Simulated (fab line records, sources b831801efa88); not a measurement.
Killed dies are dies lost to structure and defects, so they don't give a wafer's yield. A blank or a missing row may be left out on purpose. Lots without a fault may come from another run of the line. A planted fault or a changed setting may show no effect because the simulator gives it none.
fab line records | flow sfq_line
record lots=6 wafers=17 last_day=89
route steps=325 shown I0@57 M1@58
lots that met no fault: from a run of the same line without faults
start_h: hours from the record's first day to the start of the lot's first wafer shown | wait_h: hours since the lot's step before | " the same as in the row above | L1.1+2: a row that stands for several wafers | - no value, or no start given | * or withheld: withheld | < > ~ a bound
route shown NAME@n: a module of which the file shows steps, and the number in the route of the first | usual: mean/standard deviation of fault-free wafers | same: alike in all rows | chamber/n: place in a boat | sites: the reading at each site | _std_site: their standard deviation | _edge_site: outer sites' mean less inner sites' | radius_mm: how far each site lies from the wafer's centre | mask NAME#n: copy n | behind: the tool/chamber that last shaped the wafer | hold: why the lot was held/for how many hours/how that ended | device: the transistor (n, p or np) that didn't switch | end of line: the same wafers' tests at the end of the route | a step without rows: its recipe alone | killed: dies lost to structure and defects at the first sort, not the wafer's yield | map: a wafer's dies, x killed, . not, _ none there
set.NAME: the setting as run; set.NAME@STEP: as run at that earlier step | model.NAME: the simulator's own value behind a step, which no gauge read
lots at some steps of the route; a table a step, a row a wafer
services: from which hour (start_h, from the record's first day; less than 0 if before it) a tool's chamber was out of use, for how many hours, and why
## steps
# step SFQ_TRILAYER_I0_VIA_STRIP_SOLV_CLEAN_036
# recipe chemistry=NMP temp_c=70 time_s=600
# step SFQ_TRILAYER_M1_DEP_PRE_CLEAN_038
# recipe gas=Ar time_s=22.5 bias_v=250
# step SFQ_TRILAYER_M1_DEP_SPUTTER_037
# recipe material=Nb base_pressure_pa=1.33e-06 chamber_pressure_pa=0.1333 substrate_temp_c=20 resputter_cathode_voltage_v=400 target_thk_nm=200 power_w=2000 time_s=133.3
# usual base_pressure_pa=1.32e-06/1.1e-07 throttle_valve_pct=29.8/0.7
# columns lot.wafer tool chamber start_h wait_h base_pressure_pa throttle_valve_pct
L641.2 pvd_sputter-05 - 379.85 0.0 1.46e-06 28.7
L641.4 " - " " 1.13e-06 30.3
L641.5 " - " " 1.37e-06 28.9
L643.1 pvd_sputter-05 - 388.26 0.0 1.31e-06 29.7
L643.4 " - " " 1.24e-06 30.3
L643.6 " - " " 1.23e-06 29.9
L651.1 pvd_sputter-04 - 478.86 0.0 1.25e-06 30.6
L651.2 " - " " 1.24e-06 29.6
L653.2 pvd_sputter-03 - 481.28 0.0 1.31e-06 29.7
L653.5 " - " " 1.27e-06 29.7
L653.6 " - " " 1.45e-06 30.3
L656.1 pvd_sputter-05 - 484.86 0.0 1.33e-06 29.5
L656.2 " - " " 1.27e-06 28.6
L656.4 " - " " 1.48e-06 29.7
L660.2 pvd_sputter-04 - 489.84 0.0 1.31e-06 30.5
L660.3 " - " " 1.27e-06 29.6
L660.6 " - " " 1.33e-06 30.5
# step SFQ_M1_RS_MEAS_909
# recipe thk_meas_gauge=four-point-probe reads=Nb_of_TRILAYER_M1_DEP_SPUTTER_037
# usual M1_NB_RS=0.889/0.011
# columns lot.wafer tool chamber start_h wait_h M1_NB_RS[ohm/sq]
L641.2 film_metro-04 - 379.96 0.1 0.876
L641.4 " - " " 0.879
L641.5 " - " " 0.877
L643.1 film_metro-01 - 388.35 0.0 0.901
L643.4 " - " " 0.901
L643.6 " - " " 0.904
L651.1 film_metro-04 - 478.95 0.0 0.886
L651.2 " - " " 0.869
L653.2 film_metro-04 - 481.39 0.1 0.888
L653.5 " - " " 0.899
L653.6 " - " " 0.902
L656.1 film_metro-01 - 484.95 0.0 0.886
L656.2 " - " " 0.885
L656.4 " - " " 0.891
L660.2 film_metro-03 - 489.95 0.1 0.890
L660.3 " - " " 0.867
L660.6 " - " " 0.888
# step SFQ_TRILAYER_M1_LITHO_COAT_044
# recipe resist=BARC spin_rpm=3000 resist_thk_nm=62
# step SFQ_TRILAYER_M1_LITHO_COAT_039
# recipe resist=KrF spin_rpm=3000 resist_thk_nm=600
# step SFQ_TRILAYER_M1_LITHO_SOFTBAKE_043
# recipe temp_c=withheld time_s=withheld resist=KrF
# step SFQ_TRILAYER_M1_LITHO_EXPOSE_040
# recipe mask_id=M1 na=0.6 source_shape=conventional sigma_outer=0.65 target_cd_nm=500 dose_mj=14.4
# step SFQ_TRILAYER_M1_LITHO_PEB_042
# recipe peb_temp_c=115 peb_time_s=60 resist=KrF
# step SFQ_TRILAYER_M1_LITHO_DEVELOP_041
# recipe time_s=60 resist=KrF
# step SFQ_M1_OVL_MEAS_911
# usual M1_OVL=0/5
# columns lot.wafer tool chamber start_h wait_h M1_OVL[nm]
L641.2 overlay-01 - 527.08 0.1 2
L641.4 " - " " -3
L641.5 " - " " 2
L643.1 overlay-02 - 536.67 0.1 7
L643.4 " - " " 2
L643.6 " - " " 2
L651.1 overlay-02 - 615.81 0.1 6
L651.2 " - " " 10
L653.2 overlay-01 - 618.22 0.1 -3
L653.5 " - " " 4
L653.6 " - " " -7
L656.1 overlay-02 - 626.74 0.1 -3
L656.2 " - " " 4
L656.4 " - " " -5
L660.2 overlay-01 - 632.74 0.1 1
L660.3 " - " " 5
L660.6 " - " " 3
# step SFQ_TRILAYER_M1_BARC_OPEN_METAL_ETCH_054
# recipe mask_material=PR chemistry=O2 target_depth_nm=125 target=BARC icp_w=600 bias_w=80 pressure_mtorr=10 time_s=41.7
# usual drypump_motor_current_A=6.1/0.49 he_backside_leak_sccm=3.51/0.17 oes_product_au=0.685/0.0052
# columns lot.wafer tool chamber start_h wait_h drypump_motor_current_A he_backside_leak_sccm oes_product_au rf_hours_counter_h model.KrF_of_TRILAYER_M1_LITHO_COAT_039.thk_nm
L641.2 rie_metal-04 0 527.11 0.0 6.4 3.57 0.682 82 520.8
L641.4 " 0 " " 6.4 3.67 0.684 - 518.9
L641.5 " 0 " " 6.4 3.50 0.684 - 519.7
L643.1 rie_metal-03 1 536.71 0.0 5.7 3.72 0.683 76 524.2
L643.4 " 0 " " 6.6 3.53 0.673 - 524.9
L643.6 " 1 " " 5.7 3.61 0.690 - 523.9
L651.1 rie_metal-04 1 615.85 0.0 5.2 3.56 0.681 87 521.7
L651.2 " 0 " " 6.4 3.43 0.696 94 501.1
L653.2 rie_metal-04 1 618.25 0.0 5.2 3.49 0.679 87 499.8
L653.5 " 0 " " 6.4 3.43 0.693 - 499.6
L653.6 " 1 " " 5.2 3.38 0.692 - 523.3
L656.1 rie_metal-02 0 626.77 0.0 6.3 3.61 0.690 126 524.2
L656.2 " 0 " " 6.2 3.76 0.699 - 525
L656.4 " 0 " " 6.3 3.71 0.684 - 523.9
L660.2 rie_metal-03 0 632.79 0.0 6.6 3.50 0.679 - 520.4
L660.3 " 0 " " 6.5 3.53 0.687 - 521.4
L660.6 " 0 " " 6.5 3.37 0.681 - 522
# step SFQ_TRILAYER_M1_ETCH_METAL_ETCH_042
# recipe target=Nb stop_on=SiO2 mask_material=PR chemistry=Cl2/Ar target_depth_nm=240 icp_w=600 bias_w=80 pressure_mtorr=10 time_s=120
# usual drypump_motor_current_A=6.1/0.49 he_backside_leak_sccm=3.54/0.24 oes_product_au=0.895/0.0077
# columns lot.wafer tool chamber start_h wait_h drypump_motor_current_A he_backside_leak_sccm oes_product_au rf_hours_counter_h model.KrF_of_TRILAYER_M1_LITHO_COAT_039.thk_nm
L641.2 rie_metal-04 0 527.16 0.0 6.4 3.53 0.901 82 379.1
L641.4 " 0 " " 6.4 3.47 0.902 - 377.4
L641.5 " 0 " " 6.4 3.54 0.897 - 378.3
L643.1 rie_metal-03 1 536.76 0.0 5.7 3.47 0.896 76 384.6
L643.4 " 0 " " 6.6 3.38 0.895 - 386.7
L643.6 " 1 " " 5.7 3.23 0.881 - 385.6
L651.1 rie_metal-04 1 615.91 0.0 5.2 3.89 0.893 87 381
L651.2 " 0 " " 6.3 3.42 0.910 94 359.9
L653.2 rie_metal-04 1 618.31 0.0 5.2 3.71 0.894 87 360.7
L653.5 " 0 " " 6.4 3.27 0.893 - 359.8
L653.6 " 1 " " 5.2 3.75 0.887 - 385.2
L656.1 rie_metal-02 0 626.89 0.1 6.2 3.49 0.891 126 380.8
L656.2 " 0 " " 6.2 3.66 0.891 - 382.2
L656.4 " 0 " " 6.2 3.72 0.894 - 379.7
L660.2 rie_metal-03 0 632.93 0.1 6.6 3.50 0.893 - 380.1
L660.3 " 0 " " 6.6 3.52 0.905 - 380.6
L660.6 " 0 " " 6.6 3.43 0.902 - 381.7
# step SFQ_TRILAYER_M1_STRIP_STRIP_043
# recipe gas=O2 power_w=200 platen_temp_c=40 overash_fraction=0.65 chemistry=O2 pressure_mtorr=50
# usual drypump_motor_current_A=6.1/0.49 he_backside_leak_sccm=3.6/0.39 oes_product_au=1.000/0.008
# columns lot.wafer tool chamber start_h wait_h drypump_motor_current_A he_backside_leak_sccm oes_product_au rf_hours_counter_h
L641.2 rie_metal-04 0 527.29 0.1 6.4 3.5 1.011 82
L641.4 " 0 " " 6.4 3.4 0.995 -
L641.5 " 0 " " 6.4 3.2 1.003 -
L643.1 rie_metal-03 1 536.89 0.1 5.8 3.4 1.005 76
L643.4 " 0 " " 6.6 3.5 0.995 -
L643.6 " 1 " " 5.7 3.4 0.995 -
L651.1 rie_metal-04 1 616.03 0.1 5.2 3.7 0.993 87
L651.2 " 0 " " 6.4 3.4 1.000 94
L653.2 rie_metal-04 1 618.43 0.1 5.1 3.5 0.992 88
L653.5 " 0 " " 6.4 3.4 0.999 -
L653.6 " 1 " " 5.2 3.5 0.988 -
L656.1 rie_metal-02 0 627.14 0.2 6.3 4.0 1.006 126
L656.2 " 0 " " 6.3 3.7 1.006 -
L656.4 " 0 " " 6.3 3.9 1.005 -
L660.2 rie_metal-03 0 633.34 0.4 6.5 5.1 1.003 -
L660.3 " 0 " " 6.6 3.6 0.996 -
L660.6 " 0 " " 6.6 3.6 1.012 -
## services
# columns tool chamber start_h hours kind
pvd_sputter-05 - 364.57 6.3 repair
pvd_sputter-05 - 369.30 2.3 repair
pvd_sputter-03 0 435.06 - consumable_replace:kit
pvd_sputter-03 0 435.06 18.0 scheduled_down
pvd_sputter-03 0 435.06 18.0 vent_cycle
rie_metal-02 0 472.82 1.9 repair
rie_metal-04 - 494.69 0.6 repair
pvd_sputter-03 - 498.84 2.9 repair
rie_metal-03 - 503.96 1.4 pm
rie_metal-02 1 523.75 10.2 repair
rie_metal-02 0 567.94 16.1 repair
rie_metal-02 - 578.56 2.8 pm
pvd_sputter-05 - 597.26 3.6 repair
pvd_sputter-04 2 602.44 - consumable_replace:kit
pvd_sputter-04 2 602.44 18.0 scheduled_down
pvd_sputter-04 2 602.44 18.0 vent_cycle
pvd_sputter-04 - 615.86 1.5 repair
rie_metal-03 1 620.79 26.3 repair
rie_metal-02 1 625.76 4.1 repair
## key
first_sign none at tools or gauges
model_effect step=SFQ_TRILAYER_M1_BARC_OPEN_METAL_ETCH_054 value=KrF_of_TRILAYER_M1_LITHO_COAT_039.thk_nm without=523 struck=500.2
model_effect step=SFQ_TRILAYER_M1_ETCH_METAL_ETCH_042 value=KrF_of_TRILAYER_M1_LITHO_COAT_039.thk_nm without=383 struck=360.2
met_at SFQ_TRILAYER_M1_BARC_OPEN_METAL_ETCH_054
struck_wafers L651.2,L653.2,L653.5
onset_between 527.11 615.85
fault kind=process_parameter_drift tool=rie_metal-04 chamber=- onset_h=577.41 steps=SFQ_TRILAYER_M1_BARC_OPEN_METAL_ETCH_054 channel=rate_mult offset=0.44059 shape=step end_h=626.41 scope=struck_wafers_only
